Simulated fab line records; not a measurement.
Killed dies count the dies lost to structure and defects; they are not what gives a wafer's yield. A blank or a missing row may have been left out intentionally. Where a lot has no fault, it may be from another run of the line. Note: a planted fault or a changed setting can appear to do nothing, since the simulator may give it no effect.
2 desks looking at one fault -- flow gf180mcu -- numbers are kept per desk, each desk with only its own; the story behind them comes last

THE TOOL OWNER'S DESK: litho_track-03
The tool's own readings at GF_TOP_METAL_COAT_09 (resist thk 1500 nm): means of the sampled wafers that have a number, for each lot that ran on this tool. Any lot whose mean is over 4 standard deviations away from the usual mean is out of limits and marked OUT; that distance is given in the brackets.
Columns: A = exhaust_pa at GF_TOP_METAL_COAT_09, usual 45.2 Pa; B = spin_speed_rpm at GF_TOP_METAL_COAT_09, usual 3000.2 rpm
lot,first seen here,A,B
L408,day 29 10:36,44.8,3000.1
L409,day 29 20:39,45.9,3000.3
L413,day 30 23:12,45.4,2997.6
L416,day 31 20:01,43.9,2999.1
L423,day 33 11:37,45.5,3142.8 (+57) OUT
L424,day 33 14:52,46.2,3145.6 (+58) OUT
This desk's finding: out of limits on L423, L424; first on L423, day 33 11:37 (spin_speed_rpm at GF_TOP_METAL_COAT_09). In limits: L408, L409, L413, L416.

THE METROLOGY DESK
What the gauges read for every lot (on any tool): the sampled wafers with a number, averaged. Any lot whose mean is over 4 standard deviations away from the usual mean is out of limits and marked OUT; that distance is given in the brackets.
Columns: A = V5_CVD_02_THK at GF_V5_THK_MEAS_03, usual 1451 nm
lot,first seen here,A
L403,day 26 09:28,1451
L404,day 26 19:32,1435
L406,day 27 11:30,1442
L408,day 28 03:10,1430
L409,day 28 13:34,1457
L410,day 28 16:16,1445
L413,day 29 17:55,1456
L414,day 30 03:55,1457
L416,day 30 15:11,1446
L417,day 30 21:24,1446
L419,day 31 12:16,1441
L421,day 31 20:12,1478
L423,day 32 08:45,1442
L424,day 32 11:47,1439
This desk's finding: nothing out of limits on any of the 14 lots.

TAKEN TOGETHER
An alarm could have come from the tool owner's desk at day 33 11:37, on L423, L424.
The metrology desk saw nothing out of limits.
The metrology desk holds a record of L423, L424, inside its limits.
The lots listed all ran GF_TOP_METAL_COAT_09 on litho_track-03.

WHAT HAD BEEN PUT IN BY THE SIMULATOR
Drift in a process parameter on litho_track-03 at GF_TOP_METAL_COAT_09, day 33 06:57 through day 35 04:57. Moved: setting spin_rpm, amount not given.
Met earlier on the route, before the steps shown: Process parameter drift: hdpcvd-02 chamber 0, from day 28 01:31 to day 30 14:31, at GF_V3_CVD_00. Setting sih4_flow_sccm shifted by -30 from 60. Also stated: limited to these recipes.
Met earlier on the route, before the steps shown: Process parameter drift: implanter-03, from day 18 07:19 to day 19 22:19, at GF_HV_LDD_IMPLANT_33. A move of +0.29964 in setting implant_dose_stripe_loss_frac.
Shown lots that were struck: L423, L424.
How many hours passed from the start of the fault until each desk's first out-of-limits reading: the tool owner's desk, 5.
